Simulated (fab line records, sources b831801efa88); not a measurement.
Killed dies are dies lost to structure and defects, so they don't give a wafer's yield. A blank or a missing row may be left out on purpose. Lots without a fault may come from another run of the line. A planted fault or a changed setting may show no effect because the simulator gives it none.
Problem report in the 8D (eight disciplines) form, filled by code | flow sky130 | the parts of the form that need people (team, actions taken, sign-off) are left out

1. THE PROBLEM
dose_ions_cm2 at SKY_LDD_N_IMPLANT_10 reads a mean of 5.5e+13 on 6 wafers of 2 lots; wafers without a fault read 7.5e+13 with a standard deviation of 8.3e+10. That is -99 or more standard deviations from the usual mean.
First seen on wafer L581.1, day 20 21:31, on implanter-01. The record holds 36 wafers of 12 lots with a number at this step. Rule for "out", or "out of limits": more than 4 standard deviations from the usual mean. The other wafers with a number count as sound.

2. WHAT IT IS AND WHAT IT IS NOT
question                    | is                                | is not
which readings at this step | dose_ions_cm2, faraday_current_uA | -
which lots                  | L581, L583                        | L573, L575, L585, L587, L588, L591, L592, L593, L594, L595
which wafers of those lots  | all that have a number            | -
read on which tools         | implanter-01                      | implanter-02, implanter-03
when                        | from day 20 21:31                 | up to then (6 sound wafers); but 24 sound wafers of L585, L587, L588, L591, L592, L593, L594, L595 came after

3. SUSPECTS, AND WHAT RULES EACH OUT
Counting: a tool at a process step up to the reading stays a suspect if it ran every lot that is out and no sound lot after the first of them.
- implanter-01 at SKY_LDD_N_IMPLANT_10: ruled out as a lasting fault. Sound lots L588, L592 ran on it after its first lot that is out, L581 (day 20 21:31).
Left after counting: nothing in the record.

4. THE CAUSE (what the simulator had put in)
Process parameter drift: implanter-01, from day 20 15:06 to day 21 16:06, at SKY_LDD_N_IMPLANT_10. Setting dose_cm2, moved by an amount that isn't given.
Counting ruled it out, wrongly.

5. THE CHAIN OF EFFECTS, in route order
Each row: a reading whose mean over the struck wafers that have a number lies more than 3 standard deviations from the usual. Only readings for which the record gives a usual standard deviation are gone through. hours: the time from each lot's start at the first step in this table that gives one to its start at this step, as a median over the lots. sigmas: the change in usual standard deviations.
hours | step                 | reading                  | usual   | on struck wafers | change   | sigmas
0     | SKY_LDD_N_IMPLANT_10 | dose_ions_cm2            | 7.5e+13 | 5.5e+13          | -2.0e+13 | -99 or more
0     | SKY_LDD_N_IMPLANT_10 | faraday_current_uA       | 423     | 310              | -113     | -14
1     | SKY_LDD_N_STRIP_16   | strip_time_to_endpoint_s | 4.316 s | 4.267            | -0.049   | -3.7
The process steps in it:
- SKY_LDD_N_IMPLANT_10
- SKY_LDD_N_STRIP_16: strips in O2/N2.
Later measuring or inspecting steps at which every struck wafer that the step has a row for has a number for every such reading, and none has moved that far: SKY_LDD_P_CD_MEAS_07.

6. WHAT WOULD HAVE CAUGHT IT SOONER
In this record the first reading out of limits was taken at day 20 21:31, 6 hours after the fault began at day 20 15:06.
